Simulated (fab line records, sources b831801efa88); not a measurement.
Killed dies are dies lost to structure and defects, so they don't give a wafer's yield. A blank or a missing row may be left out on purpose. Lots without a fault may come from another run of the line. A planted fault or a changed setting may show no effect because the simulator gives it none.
Which tool did it? | flow gf180mcu | 12 lots, 36 wafers sampled, at 4 steps of a route of 602

WHAT THE GAUGES READ, wafer by wafer
GF_V5_OVL_MEAS_15.
lot  | measured     | on         | V5_OVL (nm)
L970 | day 27 10:19 | overlay-02 | 3 -2 0
L971 | day 28 00:50 | overlay-02 | 2 -1 -3
L972 | day 28 06:06 | overlay-01 | -7 -8 2
L974 | day 28 19:08 | overlay-02 | -5 -3 -6
L977 | day 30 04:26 | overlay-02 | 0 0 1
L981 | day 30 21:18 | overlay-01 | 2 2 1
L982 | day 31 07:02 | overlay-02 | 5 4 7
L983 | day 31 14:29 | overlay-02 | 24 24 21
L985 | day 32 01:20 | overlay-01 | 22 25 21
L988 | day 32 23:02 | overlay-02 | -3 -7 -9
L989 | day 32 23:30 | overlay-01 | 5 0 6
L991 | day 33 14:09 | overlay-02 | 8 10 8

WHICH TOOL RAN EACH LOT (tool, then ch and the chambers of the sampled wafers, then the start)
lot  | GF_M5_METAL_ETCH_10               | GF_V5_CMP_04                  | GF_V5_EXPOSE_11
L970 | rie_metal-03 ch 0, day 26 12:25   | cmp-01 ch 2,3, day 26 13:20   | krf_scanner-01 ch 0, day 27 00:16
L971 | rie_metal-02 ch 0,1, day 27 03:21 | cmp-02 ch 0,1,2, day 27 04:20 | krf_scanner-01 ch 0, day 27 14:19
L972 | rie_metal-04 ch 0,1, day 27 09:00 | cmp-01 ch 1,2, day 27 10:02   | krf_scanner-02 ch 0, day 27 20:49
L974 | rie_metal-03 ch 0,1, day 27 22:19 | cmp-01 ch 0,1,3, day 27 23:21 | krf_scanner-02 ch 0, day 28 09:12
L977 | rie_metal-04 ch 0,1, day 29 07:34 | cmp-01 ch 0,1,2, day 29 08:32 | krf_scanner-01 ch 0, day 29 18:54
L981 | rie_metal-03 ch 1, day 30 01:47   | cmp-02 ch 0,1,3, day 30 02:52 | krf_scanner-01 ch 0, day 30 12:32
L982 | rie_metal-04 ch 0,1, day 30 11:28 | cmp-01 ch 0,1,2, day 30 12:29 | krf_scanner-02 ch 0, day 30 22:00
L983 | rie_metal-04 ch 0,1, day 30 18:44 | cmp-02 ch 1,2,3, day 30 19:43 | krf_scanner-01 ch 0, day 31 05:30
L985 | rie_metal-04 ch 0,1, day 31 06:24 | cmp-02 ch 0,1,2, day 31 07:26 | krf_scanner-01 ch 0, day 31 16:47
L988 | rie_metal-03 ch 1, day 32 04:06   | cmp-02 ch 0,1,2, day 32 05:29 | krf_scanner-02 ch 0, day 32 14:17
L989 | rie_metal-02 ch 0,1, day 32 05:42 | cmp-02 ch 0,1, day 32 06:35   | krf_scanner-02 ch 0, day 32 15:19
L991 | rie_metal-02 ch 0,1, day 32 20:30 | cmp-02 ch 1,3, day 32 21:28   | krf_scanner-02 ch 0, day 33 06:31
- GF_M5_METAL_ETCH_10: etches the open film in Cl2/BCl3, stops on SiO2, target depth 750.8 nm, time 125.1 s.
- GF_V5_CMP_04: polishes SiO2.
- GF_V5_EXPOSE_11: exposes mask Via5, target cd 260 nm.

WHAT THE TOOLS THEMSELVES READ (means of the sampled wafers that have a number; where no wafer has one, the mark that the record gives instead)
GF_M5_METAL_ETCH_10.
lot  | tool         | drypump_motor_current_A (A) | oes_product_au (a.u.) | rf_fwd_power_W (W) | throttle_valve_pct (%)
L970 | rie_metal-03 | 6.1                         | 0.991                 | 795.0              | 28.226
L971 | rie_metal-02 | 5.7                         | 0.994                 | 799.4              | 28.230
L972 | rie_metal-04 | 5.2                         | 0.984                 | 794.0              | 28.236
L974 | rie_metal-03 | 6.2                         | 0.994                 | 796.3              | 28.228
L977 | rie_metal-04 | 5.1                         | 0.981                 | 794.8              | 28.228
L981 | rie_metal-03 | 6.4                         | 0.999                 | 793.2              | 28.215
L982 | rie_metal-04 | 5.1                         | 0.985                 | 794.5              | 28.234
L983 | rie_metal-04 | 5.1                         | 0.987                 | 795.2              | 28.227
L985 | rie_metal-04 | 5.1                         | 0.978                 | 795.0              | 28.230
L988 | rie_metal-03 | 6.4                         | 0.997                 | 793.3              | 28.225
L989 | rie_metal-02 | 5.3                         | 0.993                 | 794.5              | 28.220
L991 | rie_metal-02 | 5.6                         | 0.999                 | 794.9              | 28.231

GF_V5_CMP_04.
lot  | tool   | motor_current_A (A)
L970 | cmp-01 | 11.6
L971 | cmp-02 | 12.2
L972 | cmp-01 | 11.5
L974 | cmp-01 | 12.3
L977 | cmp-01 | 12.2
L981 | cmp-02 | 12.5
L982 | cmp-01 | 12.5
L983 | cmp-02 | 10.9
L985 | cmp-02 | 12.4
L988 | cmp-02 | 12.5
L989 | cmp-02 | 13.5
L991 | cmp-02 | 10.9

THE ANSWER, worked out from the rows above alone
Rule: what is usual is taken from the lots themselves. Put in order of their means at a reading, lots are off if they are a third of the lots or fewer, leave a main group of 4 or more, and stand apart from it by a gap of 3 or more times the standard deviation of the main group's means; of several such gaps the widest counts. A main group whose means are all the same, to the digits that the tables above print for the reading, isn't used. A lot without any number at a reading at which 4 lots or more have one is off too. The other lots that the step has rows for count as sound. The gauges are gone through in route order, then the tools' own readings, and for those a lot's mean is taken as printed above. The first step at which some lot is off is used, and at that step the reading that is off furthest; a lot without a number counts as furthest.
Off: L983, L985, at GF_V5_OVL_MEAS_15 (V5_OVL). The main group: mean 0 nm, standard deviation 4.5.
A tool fits if, at a process step before that reading, it ran every lot that is off, and no sound lot after the first of them. The gauges at GF_V5_OVL_MEAS_15 are tried like those tools. Can't be told from this: 2 tools fit, rie_metal-04 at GF_M5_METAL_ETCH_10, krf_scanner-01 at GF_V5_EXPOSE_11.

WHAT THE SIMULATOR HAD PUT IN
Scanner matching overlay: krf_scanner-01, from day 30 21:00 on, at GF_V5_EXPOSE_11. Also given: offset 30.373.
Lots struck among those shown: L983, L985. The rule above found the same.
